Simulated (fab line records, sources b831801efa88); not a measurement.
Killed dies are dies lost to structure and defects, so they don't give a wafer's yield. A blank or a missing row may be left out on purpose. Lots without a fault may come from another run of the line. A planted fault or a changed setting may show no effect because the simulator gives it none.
Chamber matching | flow gf180mcu | GF_V3_ETCH_16 on rie_diel-02: 4 sister chambers
The step etches BARC in N2/H2. 8 wafers are shown with their chamber, then 7 later ones without.

WAFERS WITH THEIR CHAMBER
wafer  | chamber | drypump_motor_current_A (A) | oes_product_au (a.u.)
L081.1 | 2       | 6.1                         | 0.857
L081.2 | 3       | 5.6                         | 0.859
L081.5 | 1       | 5.8                         | 0.856
L083.1 | 2       | 6.2                         | 0.849
L083.4 | 0       | 6.1                         | 0.866
L083.5 | 1       | 5.8                         | 0.851
L090.3 | 0       | 6.2                         | 0.852
L090.5 | 3       | 5.6                         | 0.852

WAFERS WITHOUT THEIR CHAMBER
wafer  | drypump_motor_current_A (A) | oes_product_au (a.u.)
L090.6 | 6.1                         | 0.859
L094.1 | 6.1                         | 0.854
L094.4 | 5.8                         | 0.848
L094.6 | 6.2                         | 0.853
L097.2 | 5.6                         | 0.853
L097.3 | 6.2                         | 0.856
L097.4 | 5.8                         | 0.861

WHICH CHAMBER EACH WENT THROUGH
wafer  | from the rows above     | in truth
L090.6 | can't be placed: 0 or 2 | 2
L094.1 | can't be placed: 2 or 0 | 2
L094.4 | 1                       | 1
L094.6 | can't be placed: 2 or 0 | 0
L097.2 | 3                       | 3
L097.3 | can't be placed: 0 or 2 | 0
L097.4 | 1                       | 1
Placed correctly: 3 of 7. Can't be placed from these rows: 4 (the true chamber is among the candidates in 4). Placed wrongly: 0.
How it was worked out, from the rows above alone: a wafer's distance from a chamber is the root of the sum, over the readings, of the square of ((its reading less the chamber's mean) divided by the reading's scatter). The wafer belongs to the nearest chamber; if the next one is less than 2 further off, it can't be placed. A chamber's mean is the mean of its shown wafers. The scatter: the root of (the sum of the squares of (reading less its chamber's mean) over the shown wafers, divided by (wafers less chambers)).
